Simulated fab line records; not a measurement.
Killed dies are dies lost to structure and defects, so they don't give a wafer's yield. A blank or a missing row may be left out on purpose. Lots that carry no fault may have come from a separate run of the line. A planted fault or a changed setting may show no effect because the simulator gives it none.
fab line records	flow sky130
[record] lots = 12	wafers = 36	last_day = 50
route steps=708 shown VT_ADJUST_HVTP@89 RES_XHIGH@340 LOCAL_INTERCONNECT@402 CONTACT@410 PAD_OPEN@708
lots with no fault: from the same line, run without faults
start_h: hours from the record's opening day to when the first of the lot's shown wafers began	wait_h: hours elapsed since this lot's preceding step	" as in the row above	L1.1+2: several wafers, shown together as one row	- either no value or no given start	* or withheld: withheld	< > ~ a bound
route shown NAME@n: names a module that has steps shown in the file, with the first one's number in the route	usual: mean/standard deviation taken from wafers without a fault	same: alike in all rows	chamber/n: place in a boat	sites: per-site readings	_std_site: the standard deviation of these	_edge_site: outer sites' mean less inner sites'	radius_mm: for every site, how far away it sits from the centre of the wafer	mask NAME#n: copy n	behind: the last tool/chamber to shape the wafer	hold: reason for holding the lot/hours on hold/outcome of the hold	device: the n, p or np transistor that did not switch	end of line: the route-end tests of the same wafers	a step with no rows: only its recipe	killed: the dies lost at the first sort to structure and to defects; this is not the yield of the wafer	map: a wafer's dies, x killed, . not, _ none there
set.NAME: the setting that was run; set.NAME@STEP: the one run at that earlier step	model.NAME: the simulator's own value behind a step, which no gauge read
a sample of lots followed through the steps of the route, with each step as a table and each wafer as a row
services: a tool's chamber out of use, with start hour (start_h, from the record's first day; less than 0 if before it), hours out, and reason
[[steps]]
[step SKY_VT_ADJUST_HVTP_EXPOSE_04]
[recipe] mask_id = HVTPM	na = 0.6	source_shape = conventional	sigma_outer = 0.6	polarization = unpolarized	target_cd_nm = 380	dose_mj = 142.5
lot.wafer	tool	chamber	start_h	wait_h	mask
L420.1+3+5	iline_stepper-01	0	115.67	-	HVTPM#0
L422.2+3+4	iline_stepper-02	0	126.78	-	HVTPM#0
L424.1+5+6	iline_stepper-02	0	140.46	-	HVTPM#0
L426.3+4+5	iline_stepper-01	0	152.90	-	HVTPM#0
L427.1+3+5	iline_stepper-02	0	156.06	-	HVTPM#0
L428.3+4+5	iline_stepper-01	0	163.20	-	HVTPM#0
L429.1+3+4	iline_stepper-01	0	168.79	-	HVTPM#0
L431.2+3+5	iline_stepper-02	0	179.50	-	HVTPM#0
L432.1+5+6	iline_stepper-02	0	186.04	-	HVTPM#0
L433.2+3+5	iline_stepper-01	0	193.44	-	HVTPM#0
L438.2+3+6	iline_stepper-02	0	245.16	-	HVTPM#0
L440.2+3+5	iline_stepper-01	0	249.83	-	HVTPM#0
[step SKY_VT_ADJUST_HVTP_OVL_MEAS_08]
[usual] VT_ADJUST_HVTP_OVL = 0.0/1.3
lot.wafer	tool	chamber	start_h	wait_h	VT_ADJUST_HVTP_OVL[nm]
L420.1	overlay-01	-	124.54	0.1	1.1
L420.3	"	-	"	"	0.4
L420.5	"	-	"	"	0.2
L422.2	overlay-01	-	135.76	0.1	1.3
L422.3	"	-	"	"	2.1
L422.4	"	-	"	"	2.0
L424.1	overlay-02	-	149.49	0.1	0.0
L424.5	"	-	"	"	-0.5
L424.6	"	-	"	"	0.1
L426.3	overlay-01	-	162.85	0.1	1.3
L426.4	"	-	"	"	0.9
L426.5	"	-	"	"	0.4
L427.1	overlay-01	-	165.26	0.1	-1.3
L427.3	"	-	"	"	-2.1
L427.5	"	-	"	"	-1.5
L428.3	overlay-01	-	173.47	0.1	1.0
L428.4	"	-	"	"	1.2
L428.5	"	-	"	"	0.2
L429.1	overlay-02	-	178.76	0.1	0.4
L429.3	"	-	"	"	-1.7
L429.4	"	-	"	"	0.8
L431.2	overlay-02	-	190.09	0.1	-115.0
L431.3	"	-	"	"	-117.2
L431.5	"	-	"	"	-114.7
L432.1	overlay-02	-	196.56	0.1	-113.0
L432.5	"	-	"	"	-113.5
L432.6	"	-	"	"	-115.0
L433.2	overlay-01	-	204.22	0.1	-1.1
L433.3	"	-	"	"	-1.8
L433.5	"	-	"	"	0.1
L438.2	overlay-02	-	256.16	0.1	-113.3
L438.3	"	-	"	"	-114.5
L438.6	"	-	"	"	-115.9
L440.2	overlay-01	-	260.96	0.1	0.6
L440.3	"	-	"	"	1.5
L440.5	"	-	"	"	0.0
[step SKY_RES_XHIGH_STRIP_08]
[recipe] chemistry = O2/N2	power_w = 1400	pressure_mtorr = 1500	platen_temp_c = withheld	o2_flow_sccm = 3000	n2_flow_sccm = 300	overash_fraction = 0.5
[usual] drypump_motor_current_A = 5.9/0.45	oes_product_au = 0.710/0.0044	strip_time_to_endpoint_s = 14.29/0.044
lot.wafer	tool	chamber	start_h	wait_h	drypump_motor_current_A	oes_product_au	rf_hours_counter_h	strip_time_to_endpoint_s
L420.1	plasma_asher-01	1	615.14	0.1	6.5	0.707	91	14.34
L420.3	"	1	"	"	6.6	0.712	-	14.39
L420.5	"	0	"	"	5.8	0.707	-	14.35
L422.2	plasma_asher-01	0	635.87	0.1	5.7	0.710	92	14.33
L422.3	"	1	"	"	6.6	0.700	-	14.33
L422.4	"	0	"	"	5.7	0.717	-	14.37
L424.1	plasma_asher-01	1	646.69	0.1	6.5	0.715	92	14.31
L424.5	"	0	"	"	5.7	0.709	-	14.27
L424.6	"	1	"	"	6.5	0.712	-	14.32
L426.3	plasma_asher-01	0	672.27	0.1	5.8	0.718	-	14.26
L426.4	"	1	"	"	6.6	0.707	-	14.30
L426.5	"	0	"	"	5.8	0.715	-	14.23
L427.1	plasma_asher-02	1	674.67	0.1	5.6	0.709	52	14.25
L427.3	"	1	"	"	5.6	0.717	-	14.24
L427.5	"	0	"	"	5.3	0.712	-	14.29
L428.3	plasma_asher-01	0	695.27	0.1	5.7	0.709	-	14.33
L428.4	"	1	"	"	6.6	0.708	-	14.33
L428.5	"	0	"	"	5.8	0.711	-	14.34
L429.1	plasma_asher-01	0	697.37	0.1	5.7	0.722	97	14.34
L429.3	"	1	"	"	6.6	0.710	-	14.32
L429.4	"	0	"	"	5.7	0.709	-	14.32
L431.2	plasma_asher-01	1	707.33	0.1	6.5	0.708	98	14.35
L431.3	"	0	"	"	5.7	0.717	-	14.30
L431.5	"	1	"	"	6.5	0.709	-	14.30
L432.1	plasma_asher-04	1	720.59	0.1	6.1	0.708	91	14.29
L432.5	"	1	"	"	6.1	0.708	-	14.30
L432.6	"	0	"	"	5.8	0.709	-	14.29
L433.2	plasma_asher-01	0	729.37	0.1	5.7	0.713	100	14.29
L433.3	"	1	"	"	6.5	0.708	-	14.30
L433.5	"	1	"	"	6.6	0.717	-	14.28
L438.2	plasma_asher-01	1	786.83	0.1	6.6	0.708	4	14.23
L438.3	"	0	"	"	5.7	0.707	-	14.31
L438.6	"	1	"	"	6.5	0.714	-	14.32
L440.2	plasma_asher-01	1	792.62	0.1	6.6	0.710	5	14.17
L440.3	"	0	"	"	5.7	0.704	-	14.23
L440.5	"	0	"	"	5.7	0.713	-	14.21
[step SKY_LOCAL_INTERCONNECT_STRIP_15]
[recipe] chemistry = O2/N2	power_w = 1400	pressure_mtorr = 1500	platen_temp_c = withheld	o2_flow_sccm = 3000	n2_flow_sccm = 300	overash_fraction = 0.5
[usual] drypump_motor_current_A = 5.7/0.42	oes_product_au = 0.427/0.0045	strip_time_to_endpoint_s = 4.732/0.024
lot.wafer	tool	chamber	start_h	wait_h	drypump_motor_current_A	oes_product_au	rf_hours_counter_h	strip_time_to_endpoint_s
L420.1	plasma_asher-01	1	704.45	0.0	6.5	0.434	98	4.753
L420.3	"	0	"	"	5.7	0.426	-	4.754
L420.5	"	1	"	"	6.5	0.432	-	4.766
L422.2	plasma_asher-01	0	722.81	0.0	5.7	0.424	99	4.723
L422.3	"	0	"	"	5.8	0.425	-	4.741
L422.4	"	1	"	"	6.6	0.432	-	4.755
L424.1	plasma_asher-03	1	734.21	0.0	5.7	0.422	33	4.723
L424.5	"	0	"	"	5.3	0.431	-	4.740
L424.6	"	1	"	"	5.7	0.431	-	4.742
L426.3	plasma_asher-02	1	759.32	0.1	5.6	0.420	-	4.704
L426.4	"	0	"	"	5.3	0.423	-	4.715
L426.5	"	1	"	"	5.6	0.427	-	4.705
L427.1	plasma_asher-02	1	760.66	0.0	5.6	0.442	61	4.707
L427.3	"	0	"	"	5.3	0.421	-	4.697
L427.5	"	0	"	"	5.3	0.424	-	4.731
L428.3	plasma_asher-01	0	779.04	0.1	5.8	0.429	-	4.750
L428.4	"	1	"	"	6.5	0.420	-	4.714
L428.5	"	1	"	"	6.5	0.424	-	4.793
L429.1	plasma_asher-03	1	781.49	0.0	5.7	0.419	37	4.733
L429.3	"	1	"	"	5.7	0.428	-	4.753
L429.4	"	0	"	"	5.3	0.426	-	4.735
L431.2	plasma_asher-02	1	792.52	0.1	5.6	0.429	64	4.766
L431.3	"	1	"	"	5.6	0.424	-	4.778
L431.5	"	1	"	"	5.6	0.423	-	4.753
L432.1	plasma_asher-02	1	804.39	0.0	5.6	0.433	65	4.705
L432.5	"	0	"	"	5.3	0.433	-	4.734
L432.6	"	1	"	"	5.6	0.438	-	4.705
L433.2	plasma_asher-01	1	814.33	0.0	6.6	0.426	6	4.699
L433.3	"	0	"	"	5.7	0.432	-	4.721
L433.5	"	0	"	"	5.7	0.429	-	4.713
L438.2	plasma_asher-02	0	870.35	0.1	5.3	0.434	72	4.738
L438.3	"	0	"	"	5.2	0.424	-	4.723
L438.6	"	1	"	"	5.6	0.427	-	4.730
L440.2	plasma_asher-03	0	874.34	0.0	5.3	0.429	47	4.731
L440.3	"	1	"	"	5.8	0.433	-	4.742
L440.5	"	0	"	"	5.3	0.428	-	4.751
[step SKY_CONTACT_CMP_04]
[recipe] material = SiO2	down_force_psi = 4	platen_rpm = 60	pad_velocity_m_s = 0.94248
[usual] motor_current_A = 11.5/0.94	slurry_filter_dp_kPa = 13.51/0.14	time_to_endpoint_s = 80/3.2
lot.wafer	tool	chamber	start_h	wait_h	motor_current_A	slurry_filter_dp_kPa	time_to_endpoint_s
L420.1	cmp-02	1	705.32	0.1	10.9	13.66	79
L420.3	"	2	"	"	13.0	13.79	87
L420.5	"	0	"	"	11.0	13.48	75
L422.4	cmp-02	2	723.62	0.0	13.1	13.45	78
L422.3	"	3	"	"	10.8	13.64	81
L422.2	"	1	"	"	10.8	13.46	78
L424.1	cmp-01	1	735.14	0.1	12.7	13.36	82
L424.6	"	3	"	"	11.9	13.57	78
L424.5	"	0	"	"	11.1	13.41	83
L426.4	cmp-02	2	760.20	0.1	13.1	13.48	75
L426.3	"	3	"	"	10.6	13.49	74
L426.5	"	1	"	"	10.1	13.46	77
L427.1	cmp-02	0	761.57	0.1	11.4	13.63	81
L427.3	"	1	"	"	10.4	13.49	78
L427.5	"	3	"	"	10.4	13.61	81
L428.4	cmp-02	0	779.96	0.1	11.1	13.42	79
L428.3	"	1	"	"	11.0	13.49	81
L428.5	"	3	"	"	10.4	13.64	83
L429.3	cmp-02	1	782.38	0.1	10.7	13.35	84
L429.1	"	2	"	"	13.1	13.47	77
L429.4	"	3	"	"	10.8	13.69	79
L431.2	cmp-01	0	793.33	0.0	11.4	13.46	76
L431.3	"	3	"	"	11.4	13.44	76
L431.5	"	0	"	"	11.0	13.55	79
L432.1	cmp-02	2	805.26	0.1	12.3	13.65	81
L432.5	"	1	"	"	10.7	13.32	80
L432.6	"	2	"	"	13.3	13.46	80
L433.2	cmp-02	0	815.30	0.2	11.2	13.52	82
L433.3	"	2	"	"	14.2	13.91	81
L433.5	"	0	"	"	11.0	13.63	84
L438.3	cmp-02	0	871.18	0.0	11.7	13.49	76
L438.2	"	3	"	"	10.4	13.48	80
L438.6	"	1	"	"	10.6	13.48	76
L440.3	cmp-01	3	875.30	0.1	11.7	13.57	76
L440.2	"	0	"	"	10.9	13.51	80
L440.5	"	2	"	"	11.7	13.60	80
[step SKY_PAD_OPEN_PROBE_99]
[usual] killed_at_M0_to_M3 = 43/6.9	killed_at_M4_up = 3.1/1.9	killed_at_contacts = 24/5.4	killed_at_front_end = 14/4.3	killed_at_other = 0.3/0.53	killed_dies = 84/9.5	killed_on_rim = 16/4.1	killed_open = 46/6.8	killed_short = 38/6
[same] gross_dies = 492	killed_at_back_side = 0
lot.wafer	tool	chamber	start_h	wait_h	killed_at_M0_to_M3	killed_at_M4_up	killed_at_contacts	killed_at_front_end	killed_at_other	killed_dies	killed_on_rim	killed_open	killed_short
L432.1	prober-02	-	1143.76	0.1	46	3	21	9	0	79	13	38	40
L432.5	prober-02	-	1143.96	0.2	39	4	19	12	1	75	19	37	38
// killed by level:class
L432.1 VIA1:geometric_particle:open=9 LI_CONTACT:geometric_particle:open=7 VIA2:geometric_particle:open=6 METAL1:geometric_particle:short=6 CONTACT:geometric_particle:open=5 VIA1:geometric_particle:short=5 VIA2:geometric_particle:short=5 VIA3:geometric_particle:open=5
L432.5 VIA1:geometric_particle:open=11 METAL2:geometric_particle:short=8 VIA3:geometric_particle:open=7 CONTACT:geometric_particle:short=6 METAL1:geometric_particle:short=6 CONTACT:geometric_particle:open=5 POLY_GATE:geometric_particle:open=4 FIELD_ISO:geometric_particle:short=3
[[services]]
tool	chamber	start_h	hours	kind
iline_stepper-02	-	96.68	3.3	repair
cmp-02	-	97.75	1.0	repair
plasma_asher-02	-	149.79	9.0	pm
cmp-02	-	173.82	5.5	pm
cmp-02	-	180.79	1.9	repair
plasma_asher-01	-	221.07	2.8	pm
cmp-02	-	270.77	2.2	repair
plasma_asher-01	-	355.25	16.6	repair
plasma_asher-01	-	366.61	1.0	repair
cmp-02	-	404.00	4.0	pm
cmp-02	-	412.68	0.5	repair
plasma_asher-01	-	435.12	40.8	repair
cmp-02	-	457.91	3.8	repair
cmp-02	-	464.78	12.4	pm
cmp-02	-	520.99	1.2	repair
cmp-02	-	542.78	5.0	pm
plasma_asher-01	-	544.78	4.2	repair
cmp-02	-	554.30	10.5	pm
cmp-02	-	580.05	0.5	repair
cmp-02	-	716.57	3.1	repair
plasma_asher-01	-	733.75	9.0	pm
cmp-02	-	744.00	4.0	pm
cmp-02	-	746.97	0.7	repair
cmp-02	-	820.18	0.4	repair
[[key]]
[first_sign] step = SKY_VT_ADJUST_HVTP_OVL_MEAS_08	reading = VT_ADJUST_HVTP_OVL	direction = down	sigmas = 90	usual = 0.0	struck = -114.7
effect none on later readings
met_at SKY_VT_ADJUST_HVTP_EXPOSE_04
struck_lots L431,L432,L438
tester_left_out L431,L432,L438
not_acting_at SKY_RES_XHIGH_STRIP_08,SKY_LOCAL_INTERCONNECT_STRIP_15,SKY_CONTACT_CMP_04
onset_between 156.06 179.50
[fault] kind = scanner_matching_overlay	tool = iline_stepper-02	chamber = -	onset_h = 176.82	steps = SKY_VT_ADJUST_HVTP_EXPOSE_04	offset = -113.67
// tester_left_out: of these lots the tester's yield and bins aren't shown, on N5 and GAA mostly nor the transistor test; their killed dies are dies lost to structure and defects alone, not to doping, threshold or leakage, so they don't give the yield
